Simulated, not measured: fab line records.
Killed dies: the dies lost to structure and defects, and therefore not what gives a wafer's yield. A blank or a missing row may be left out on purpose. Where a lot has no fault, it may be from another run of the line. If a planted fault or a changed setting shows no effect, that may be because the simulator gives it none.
fab line records	flow sky130
[record] lots = 7	wafers = 21	lastDay = 48
route steps=708 shown LDD_LDN@292 SPACER@304 POLY_CUT@307 PAD_OPEN@708
lots untouched by any fault: they come from a run of this same line in which no faults occurred
startH: start of the lot's first displayed wafer, in hours after the record's first day	waitH: hours elapsed since this lot's preceding step	" same as the row above	L1.1+2: one row covering several wafers at once	- no value, or no start was given	* or withheld: withheld	< > ~ a bound
route shown NAME@n: names a module that has steps shown in the file, with the first one's number in the route	usual: average and standard deviation across the fault-free wafers	same: alike in all rows	chamber/n: place in a boat	sites: each site's reading	_std_site: how widely they spread, as a standard deviation	_edge_site: mean of outer sites minus mean of inner sites	radiusMm: how far each site lies from the wafer's centre	mask NAME#n: copy n	behind: the tool/chamber that last shaped the wafer	hold: why the lot was held/for how many hours/how that ended	device: which transistor (n, p or np) failed to switch	end of line: the same wafers' tests at the end of the route	a step without rows: its recipe alone	killed: dies lost to structure and defects at the first sort, not the wafer's yield	map: a wafer's dies, marking killed ones x, the rest . and places with no die _
set.NAME: the setting that was run; set.NAME@STEP: the one run at that earlier step	model.NAME: the simulator's own value behind a step, which no gauge read
lots seen at some steps along the route; tables by step, rows by wafer
services: from which hour (startH, from the record's first day; less than 0 if before it) a tool's chamber was out of use, for how many hours, and why
[[steps]]
[step SKY_LDD_LDN_SOFTBAKE_03]
[recipe] tempC = 90	timeS = 60	resist = NOVOLAK
[step SKY_LDD_LDN_EXPOSE_04]
[recipe] maskId = LDNTM	na = 0.6	sourceShape = conventional	sigmaOuter = 0.6	polarization = unpolarized	targetCdNm = 700	doseMj = 140
[step SKY_LDD_LDN_PEB_05]
[recipe] tempC = withheld	timeS = *	resist = NOVOLAK
[step SKY_LDD_LDN_DEVELOP_06]
[recipe] resist = NOVOLAK	developer = TMAH	developTimeS = 60	devTempC = 23
[step SKY_LDD_LDN_OVL_MEAS_07]
[usual] LDD_LDN_OVL = -0.5/1.4
lot.wafer	tool	chamber	startH	waitH	LDD_LDN_OVL[nm]
L699.4	overlay-01	-	535.96	0.1	0.9
L699.5	"	-	"	"	1.0
L699.6	"	-	"	"	1.1
L702.2	overlay-01	-	562.00	0.1	0.9
L702.3	"	-	"	"	-0.6
L702.6	"	-	"	"	-1.5
L705.3	overlay-01	-	586.96	0.1	-1.2
L705.5	"	-	"	"	-0.4
L705.6	"	-	"	"	-0.4
L709.1	overlay-02	-	621.72	0.1	-2.7
L709.5	"	-	"	"	-1.8
L709.6	"	-	"	"	-3.0
L711.2	overlay-02	-	635.65	0.1	-2.1
L711.4	"	-	"	"	-1.7
L711.5	"	-	"	"	-2.7
L712.2	overlay-02	-	645.00	0.1	-2.5
L712.3	"	-	"	"	-1.0
L712.6	"	-	"	"	-0.5
L713.1	overlay-01	-	649.30	0.1	0.9
L713.3	"	-	"	"	0.0
L713.5	"	-	"	"	-1.4
[step SKY_LDD_LDN_IMPLANT_08]
[recipe] species = As	energyKev = 15	doseCm2 = 1.25e+13	tiltDeg = withheld	rotationDeg = 23
[step SKY_LDD_LDN_IMPLANT_09]
[recipe] species = As	energyKev = 15	doseCm2 = 1.25e+13	tiltDeg = withheld	rotationDeg = 113
[step SKY_LDD_LDN_IMPLANT_10]
[recipe] species = As	energyKev = 15	doseCm2 = 1.25e+13	tiltDeg = withheld	rotationDeg = 203
[step SKY_LDD_LDN_IMPLANT_11]
[recipe] species = As	energyKev = 15	doseCm2 = 1.25e+13	tiltDeg = withheld	rotationDeg = 293
[step SKY_LDD_LDN_STRIP_12]
[recipe] chemistry = O2/N2	powerW = 1400	pressureMtorr = 1500	platenTempC = withheld	o2FlowSccm = 3000	n2FlowSccm = 300	overashFraction = 0.5
[usual] drypumpMotorCurrentA = 5.7/0.34	oesProductAu = 0.716/0.0044	stripTimeToEndpointS = 14.18/0.045
lot.wafer	tool	chamber	startH	waitH	drypumpMotorCurrentA	oesProductAu	rfHoursCounterH	stripTimeToEndpointS
L699.4	plasmaAsher-03	0	536.62	0.1	6.0	0.708	-	14.16
L699.5	"	0	"	"	6.0	0.719	-	14.17
L699.6	"	1	"	"	5.8	0.722	-	14.17
L702.2	plasmaAsher-01	0	562.63	0.1	5.9	0.716	44	14.23
L702.3	"	0	"	"	5.9	0.720	-	14.24
L702.6	"	1	"	"	5.8	0.713	-	14.27
L705.3	plasmaAsher-03	0	587.62	0.1	6.0	0.721	-	14.19
L705.5	"	1	"	"	5.8	0.723	-	14.24
L705.6	"	0	"	"	6.0	0.706	-	14.21
L709.1	plasmaAsher-04	1	622.36	0.1	5.0	0.715	20	14.22
L709.5	"	0	"	"	5.7	0.715	-	14.23
L709.6	"	1	"	"	5.0	0.721	-	14.15
L711.2	plasmaAsher-03	0	636.28	0.1	6.0	0.715	94	14.17
L711.4	"	1	"	"	5.9	0.717	-	14.17
L711.5	"	0	"	"	6.0	0.719	-	14.18
L712.2	plasmaAsher-03	0	645.63	0.1	6.0	0.712	95	14.20
L712.3	"	0	"	"	6.0	0.709	-	14.17
L712.6	"	1	"	"	5.8	0.715	-	14.17
L713.1	plasmaAsher-03	1	649.93	0.1	5.9	0.716	96	14.14
L713.3	"	0	"	"	6.0	0.712	-	14.14
L713.5	"	0	"	"	6.0	0.707	-	14.18
[step SKY_LDD_LDN_TW_MEAS_13]
[usual] LDD_LDN_TW = 1474/16
lot.wafer	tool	chamber	startH	waitH	LDD_LDN_TW
L699.4	filmMetro-02	-	536.71	0.1	1451
L699.5	"	-	"	"	1455
L699.6	"	-	"	"	1450
L702.2	filmMetro-02	-	562.74	0.1	1465
L702.3	"	-	"	"	1458
L702.6	"	-	"	"	1458
L705.3	filmMetro-02	-	587.70	0.1	1446
L705.5	"	-	"	"	1452
L705.6	"	-	"	"	1449
L709.1	filmMetro-01	-	622.46	0.1	1489
L709.5	"	-	"	"	1482
L709.6	"	-	"	"	1489
L711.2	filmMetro-02	-	636.39	0.1	1458
L711.4	"	-	"	"	1464
L711.5	"	-	"	"	1473
L712.2	filmMetro-02	-	645.74	0.1	1462
L712.3	"	-	"	"	1457
L712.6	"	-	"	"	1464
L713.1	filmMetro-03	-	650.03	0.1	1494
L713.3	"	-	"	"	1491
L713.5	"	-	"	"	1498
[step SKY_LDD_LDN_CLEAN_14]
[recipe] chemistry = SC1/SC2	mix = 1:4:20	tempC = 70	timeS = 150	dry = n2Spin
[step SKY_SPACER_CVD_00]
[recipe] material = Si3N4	precursor = DCS/NH3	targetThkNm = 43.1	tempC = 770	timeS = 740	pressureMtorr = 250
[usual] spikeTcTopC = 787.1/1.1	zonePowerLowerPct = 14.3/1.2
lot.wafer	tool	chamber	startH	waitH	spikeTcTopC	zonePowerLowerPct
L699.4	lpcvd-02	1	536.84	0.0	786.4	15.2
L699.5	"	1	"	"	787.7	14.9
L699.6	"	1	"	"	786.6	15.1
L702.2	lpcvd-02	0	562.85	0.0	786.6	12.6
L702.3	"	0	"	"	787.1	12.6
L702.6	"	0	"	"	785.5	12.6
L705.3	lpcvd-02	0	587.79	0.0	785.6	12.5
L705.5	"	0	"	"	787.1	12.7
L705.6	"	0	"	"	786.8	12.4
L709.1	lpcvd-02	0	623.61	1.0	785.2	12.5
L709.5	"	0	"	"	784.6	12.8
L709.6	"	0	"	"	787.1	12.8
L711.2	lpcvd-02	1	637.48	1.0	785.8	14.7
L711.4	"	1	"	"	787.4	15.1
L711.5	"	1	"	"	787.7	14.9
L712.2	lpcvd-02	1	646.34	0.5	787.3	15.2
L712.3	"	1	"	"	786.9	15.1
L712.6	"	1	"	"	786.9	14.9
L713.1	lpcvd-02	1	652.22	2.1	786.9	15.2
L713.3	"	1	"	"	787.5	15.1
L713.5	"	1	"	"	787.0	15.2
[step SKY_SPACER_THK_MEAS_01]
[recipe] reads = Si3N4_of_SPACER_CVD_00
[usual] SPACER_CVD_00_THK = 43.3/0.39
lot.wafer	tool	chamber	startH	waitH	SPACER_CVD_00_THK[nm]
L699.4	filmMetro-04	-	538.08	0.0	43.9
L699.5	"	-	"	"	43.6
L699.6	"	-	"	"	43.9
L702.2	filmMetro-04	-	564.06	0.0	43.5
L702.3	"	-	"	"	43.4
L702.6	"	-	"	"	43.4
L705.3	filmMetro-02	-	589.02	0.0	43.4
L705.5	"	-	"	"	43.3
L705.6	"	-	"	"	43.2
L709.1	filmMetro-04	-	624.82	0.0	43.3
L709.5	"	-	"	"	43.6
L709.6	"	-	"	"	43.5
L711.2	filmMetro-03	-	638.70	0.0	34.7
L711.4	"	-	"	"	34.6
L711.5	"	-	"	"	34.5
L712.2	filmMetro-04	-	647.56	0.0	34.7
L712.3	"	-	"	"	34.4
L712.6	"	-	"	"	34.3
L713.1	filmMetro-02	-	653.42	0.0	34.6
L713.3	"	-	"	"	34.3
L713.5	"	-	"	"	34.7
[step SKY_SPACER_ETCHBACK_02]
[recipe] chemistry = CH3F/O2	target = Si3N4	stopOn = SiO2	sourceW = 400	biasW = 80	pressureMtorr = 25	ch3fFlowSccm = 40	O2_flow_sccm = 30	timeS = 46.7	targetDepthA = 450
[usual] drypumpMotorCurrentA = 5.6/0.38	oesProductAu = 0.858/0.0064	throttleValvePct = 10.562/0.0095
lot.wafer	tool	chamber	startH	waitH	drypumpMotorCurrentA	oesProductAu	rfHoursCounterH	throttleValvePct
L699.4	rieDiel-02	3	538.11	0.0	5.7	0.859	8	10.548
L699.5	"	0	"	"	6.2	0.858	-	10.563
L699.6	"	3	"	"	5.6	0.866	-	10.559
L702.2	rieDiel-01	1	564.11	0.0	5.5	0.867	3	10.562
L702.3	"	0	"	"	4.9	0.863	19	10.551
L702.6	"	2	"	"	6.1	0.851	-	10.564
L705.3	rieDiel-03	1	589.06	0.0	5.5	0.857	32	10.585
L705.5	"	2	"	"	5.3	0.851	-	10.562
L705.6	"	1	"	"	5.5	0.854	-	10.574
L709.1	rieDiel-01	1	624.88	0.1	5.5	0.857	5	10.560
L709.5	"	2	"	"	6.1	0.851	-	10.554
L709.6	"	3	"	"	5.5	0.859	-	10.555
L711.2	rieDiel-03	2	638.75	0.0	5.3	0.761	6	10.544
L711.4	"	3	"	"	5.3	0.761	-	10.553
L711.5	"	2	"	"	5.3	0.773	-	10.543
L712.2	rieDiel-03	0	647.61	0.0	5.8	0.763	4	10.557
L712.3	"	2	"	"	5.3	0.759	6	10.569
L712.6	"	0	"	"	5.8	0.747	-	10.554
L713.1	rieDiel-03	0	653.48	0.1	5.8	0.747	4	10.551
L713.3	"	3	"	"	5.3	0.757	10	10.548
L713.5	"	0	"	"	5.8	0.754	-	10.547
[step SKY_POLY_CUT_DEHYDRATE_00]
[recipe] tempC = 200	timeS = 60
[step SKY_PAD_OPEN_PROBE_99]
[usual] killed_at_M0_to_M3 = 41/6.2	killed_at_M4_up = 3.0/1.7	killedAtContacts = 25/5.8	killedAtFrontEnd = 16/4.5	killedAtOther = 0.2/0.42	killedDies = 85/8.4	killedOpen = 46/5.9	killedShort = 39/6.3
[same] grossDies = 492	killedAtBackSide = 0
lot.wafer	tool	chamber	startH	waitH	killed_at_M0_to_M3	killed_at_M4_up	killedAtContacts	killedAtFrontEnd	killedAtOther	killedDies	killedOpen	killedShort	model.etest.pfet_01v8.driveUaUmRimLessCentre	model.etest.nfet_01v8.driveUaUmRimLessCentre	model.etest.nfet_01v8.driveUaUmRange	model.etest.pfet_01v8.driveUaUmRange	model.etest.pfet_01v8.vtVRimLessCentre	model.etest.pfet_01v8.vtVRange
L699.4	prober-02	-	1083.34	0.2	38	4	22	19	0	83	45	38	-4.526	7.734	11.1	9.279	-0.01193	0.01576
L699.5	prober-02	-	1083.39	0.2	50	6	18	16	0	90	49	41	-2.335	0.5333	7.581	6.775	-0.01178	0.01855
L699.6	prober-02	-	1083.44	0.2	43	6	23	20	1	93	48	45	-4.674	1.085	6.889	6.176	-0.002993	0.0177
L702.2	prober-01	-	1102.53	0.1	41	1	35	14	0	91	52	39	0.008885	-2.936	5.285	8.041	-0.006494	0.012
L702.3	prober-01	-	1102.58	0.2	43	4	30	17	0	94	47	47	-4.788	4.638	6.238	6.562	-0.005038	0.009765
L702.6	prober-01	-	1102.73	0.2	44	2	30	19	0	95	54	41	2.51	-2.007	6.825	5.983	-0.01044	0.01362
L705.3	prober-02	-	1120.15	0.2	42	4	25	17	0	88	41	47	-0.736	-2.194	9.086	3.913	-0.0002223	0.01585
L705.5	prober-02	-	1120.25	0.2	45	4	31	16	1	97	57	40	-2.657	2.771	9.027	8.278	0.006316	0.0108
L705.6	prober-02	-	1120.30	0.2	35	3	28	9	2	77	38	39	-3.118	3.109	8.725	6.209	0.0009967	0.003921
L709.1	prober-02	-	1142.77	0.1	37	2	24	11	0	74	43	31	-1.069	-7.741	9.376	6.385	-0.004322	0.01749
L709.5	prober-02	-	1142.97	0.2	54	3	16	11	1	85	50	35	-4.08	-0.903	12.24	7.561	-0.01048	0.01605
L709.6	prober-02	-	1143.02	0.2	46	2	22	17	0	87	42	45	-4.29	-2.358	6.889	6.14	-0.01098	0.01286
L711.2	prober-02	-	1152.16	0.1	34	3	34	22	1	94	47	43	9.755	5.251	15.53	15.33	0.01556	0.02145
L711.4	prober-02	-	1152.26	0.2	38	2	31	21	1	93	56	35	5.457	6.449	11.18	12.9	0.01358	0.01717
L711.5	prober-02	-	1152.31	0.2	39	3	24	15	1	82	42	38	7.354	6.733	9.379	12.84	0.01417	0.01766
L712.2	prober-01	-	1159.91	0.1	38	2	20	14	0	74	45	28	6.533	6.931	12.2	13.58	0.01029	0.01754
L712.3	prober-01	-	1159.96	0.2	32	5	32	18	1	88	52	35	8.105	5.031	9.202	14.71	-0.0009548	0.01409
L712.6	prober-01	-	1160.11	0.2	51	1	28	15	0	95	48	46	11.12	4.781	10.74	15.23	0.001784	0.01904
L713.1	prober-02	-	1161.81	0.1	42	7	18	19	0	86	40	46	3.769	1.124	11.29	8.94	0.0004222	0.008858
L713.3	prober-02	-	1161.91	0.2	50	1	17	11	1	80	47	31	2.498	3.697	7.744	8.933	0.002867	0.01163
L713.5	prober-02	-	1162.01	0.2	36	2	30	14	0	82	43	39	8.227	7.123	12.13	10.61	-0.005042	0.01501
// killed by level:class
L699.4 VIA1:geometricParticle:open=7 VIA3:geometricParticle:open=7 VIA2:geometricParticle:open=6 CONTACT:geometricParticle:open=5 POLY_GATE:geometricParticle:open=5 POLY_GATE:geometricParticle:short=5 LOCAL_INTERCONNECT:geometricParticle:short=5 FIELD_ISO:geometricParticle:short=4
L699.5 VIA1:geometricParticle:open=13 VIA3:geometricParticle:open=11 METAL1:geometricParticle:short=8 CONTACT:geometricParticle:open=6 LOCAL_INTERCONNECT:geometricParticle:short=5 VIA2:geometricParticle:open=5 POLY_GATE:geometricParticle:short=4 LI_CONTACT:geometricParticle:open=4
L699.6 CONTACT:geometricParticle:open=13 VIA1:geometricParticle:open=11 POLY_GATE:geometricParticle:short=6 VIA1:geometricParticle:short=5 VIA3:geometricParticle:open=5 VIA2:geometricParticle:open=5 FIELD_ISO:geometricParticle:short=4 METAL3:geometricParticle:short=4
L702.2 CONTACT:geometricParticle:open=12 CONTACT:geometricParticle:short=12 VIA2:geometricParticle:open=10 VIA1:geometricParticle:open=9 VIA1:geometricParticle:short=7 LI_CONTACT:geometricParticle:open=6 FIELD_ISO:geometricParticle:open=5 METAL1:geometricParticle:short=4
L702.3 CONTACT:geometricParticle:open=11 METAL1:geometricParticle:short=9 LI_CONTACT:geometricParticle:open=7 VIA3:geometricParticle:open=7 FIELD_ISO:geometricParticle:open=6 LOCAL_INTERCONNECT:geometricParticle:short=6 FIELD_ISO:geometricParticle:short=5 CONTACT:geometricParticle:short=5
L702.6 CONTACT:geometricParticle:open=14 VIA1:geometricParticle:open=11 POLY_GATE:geometricParticle:short=6 VIA2:geometricParticle:open=6 LI_CONTACT:geometricParticle:open=5 LOCAL_INTERCONNECT:geometricParticle:short=5 METAL1:geometricParticle:short=5 METAL3:geometricParticle:short=5
L705.3 METAL1:geometricParticle:short=9 VIA3:geometricParticle:open=8 CONTACT:geometricParticle:open=7 LI_CONTACT:geometricParticle:open=6 FIELD_ISO:geometricParticle:open=5 LOCAL_INTERCONNECT:geometricParticle:short=5 CONTACT:geometricParticle:short=5 VIA1:geometricParticle:open=4
L705.5 LI_CONTACT:geometricParticle:open=12 VIA1:geometricParticle:open=10 CONTACT:geometricParticle:open=9 LOCAL_INTERCONNECT:geometricParticle:short=6 METAL1:geometricParticle:short=6 VIA3:geometricParticle:open=6 VIA2:geometricParticle:open=5 FIELD_ISO:geometricParticle:open=4
L705.6 VIA3:geometricParticle:open=9 CONTACT:geometricParticle:short=8 LI_CONTACT:geometricParticle:open=6 CONTACT:geometricParticle:open=6 VIA1:geometricParticle:open=6 LI_CONTACT:geometricParticle:short=5 METAL1:geometricParticle:short=5 VIA2:geometricParticle:short=5
L709.1 VIA1:geometricParticle:open=9 VIA3:geometricParticle:open=8 LI_CONTACT:geometricParticle:open=7 CONTACT:geometricParticle:open=7 CONTACT:geometricParticle:short=6 METAL1:geometricParticle:short=3 VIA1:geometricParticle:short=3 VIA2:geometricParticle:open=3
L709.5 VIA3:geometricParticle:open=15 VIA1:geometricParticle:open=11 CONTACT:geometricParticle:open=8 VIA2:geometricParticle:open=8 METAL2:geometricParticle:short=5 METAL3:geometricParticle:short=4 POLY_GATE:geometricParticle:short=3 LOCAL_INTERCONNECT:geometricParticle:short=3
L709.6 CONTACT:geometricParticle:open=11 VIA1:geometricParticle:open=9 METAL1:geometricParticle:short=6 VIA2:geometricParticle:open=6 POLY_GATE:geometricParticle:short=5 CONTACT:geometricParticle:short=5 VIA2:geometricParticle:short=5 VIA3:geometricParticle:open=5
L711.2 LI_CONTACT:geometricParticle:open=11 CONTACT:geometricParticle:open=8 METAL2:geometricParticle:short=7 VIA1:geometricParticle:open=7 FIELD_ISO:geometricParticle:short=6 LI_CONTACT:geometricParticle:short=6 CONTACT:geometricParticle:short=5 VIA2:geometricParticle:open=5
L711.4 CONTACT:geometricParticle:open=15 VIA1:geometricParticle:open=12 VIA2:geometricParticle:open=9 LI_CONTACT:geometricParticle:open=8 FIELD_ISO:geometricParticle:short=5 FIELD_ISO:geometricParticle:open=4 METAL2:geometricParticle:short=4 POLY_GATE:geometricParticle:open=3
L711.5 CONTACT:geometricParticle:open=9 VIA3:geometricParticle:open=7 LI_CONTACT:geometricParticle:open=7 VIA1:geometricParticle:short=6 METAL2:geometricParticle:short=6 VIA1:geometricParticle:open=5 CONTACT:geometricParticle:short=4 VIA2:geometricParticle:open=4
L712.2 VIA1:geometricParticle:open=8 LI_CONTACT:geometricParticle:open=7 CONTACT:geometricParticle:open=7 VIA3:geometricParticle:open=6 VIA2:geometricParticle:open=5 FIELD_ISO:geometricParticle:open=4 FIELD_ISO:geometricParticle:short=4 METAL1:geometricParticle:short=4
L712.3 CONTACT:geometricParticle:open=12 LI_CONTACT:geometricParticle:open=9 VIA1:geometricParticle:open=7 VIA3:geometricParticle:open=6 CONTACT:geometricParticle:short=5 METAL1:geometricParticle:short=5 METAL4:geometricParticle:short=5 POLY_GATE:geometricParticle:short=4
L712.6 LI_CONTACT:geometricParticle:open=12 VIA1:geometricParticle:open=10 METAL2:geometricParticle:short=8 METAL3:geometricParticle:short=8 CONTACT:geometricParticle:open=7 METAL1:geometricParticle:short=6 LOCAL_INTERCONNECT:geometricParticle:short=5 VIA1:geometricParticle:short=5
L713.1 VIA1:geometricParticle:short=11 VIA1:geometricParticle:open=9 POLY_GATE:geometricParticle:short=8 CONTACT:geometricParticle:open=8 METAL2:geometricParticle:short=7 LI_CONTACT:geometricParticle:open=5 METAL4:geometricParticle:short=5 VIA3:geometricParticle:open=5
L713.3 VIA1:geometricParticle:open=16 VIA2:geometricParticle:open=7 METAL2:geometricParticle:short=6 LI_CONTACT:geometricParticle:open=6 VIA3:geometricParticle:open=6 CONTACT:geometricParticle:open=5 POLY_GATE:geometricParticle:short=4 METAL1:geometricParticle:short=4
L713.5 VIA1:geometricParticle:open=11 CONTACT:geometricParticle:open=10 LI_CONTACT:geometricParticle:open=6 LI_CONTACT:geometricParticle:short=5 VIA3:geometricParticle:open=5 LOCAL_INTERCONNECT:geometricParticle:short=4 CONTACT:geometricParticle:short=4 METAL2:geometricParticle:short=4
[[services]]
tool	chamber	startH	hours	kind
rieDiel-01	3	526.63	15.1	repair
rieDiel-02	2	530.49	5.6	repair
rieDiel-02	-	532.92	4.7	repair
plasmaAsher-01	-	542.74	1.5	repair
rieDiel-03	1	548.24	1.5	repair
rieDiel-01	3	562.18	7.2	repair
rieDiel-03	2	570.05	13.1	repair
rieDiel-02	-	584.93	14.6	pm
rieDiel-03	-	589.35	2.8	pm
rieDiel-03	2	594.76	2.5	repair
lpcvd-02	-	603.25	0.4	repair
plasmaAsher-01	-	626.76	2.8	pm
rieDiel-03	1	632.57	12.1	repair
rieDiel-01	2	637.11	12.1	repair
plasmaAsher-01	-	647.84	2.0	repair
[[key]]
[firstSign] step = SKY_SPACER_THK_MEAS_01	reading = SPACER_CVD_00_THK	direction = down	sigmas = 22	usual = 43.3	struck = 34.5
[effect] step = SKY_SPACER_ETCHBACK_02	reading = oesProductAu	direction = down	sigmas = 16	usual = 0.858	struck = 0.758
[modelEffect] step = SKY_PAD_OPEN_PROBE_99	value = etest.pfet_01v8.driveUaUmRimLessCentre	without = -4.894	struck = 6.98
metAt SKY_SPACER_CVD_00
struckWafers L711.2,L711.4,L711.5,L712.2,L712.3,L712.6,L713.1,L713.3,L713.5
testerLeftOut L711,L712,L713
onsetBetween 623.61 637.48
alsoFits time
[fault] kind = siteProfileDrift	tool = lpcvd-02	chamber = -	onsetH = 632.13	steps = SKY_SPACER_CVD_00	basis = fraction	maxAbsDrift = 0.47352	slopeSharePerHr = 105.23	sitePattern = 0,0,0,0,0,-1,-1,-1,-1
// testerLeftOut: of these lots the tester's yield and bins aren't shown, on N5 and GAA mostly nor the transistor test; their killed dies are dies lost to structure and defects alone, not to doping, threshold or leakage, so they don't give the yield
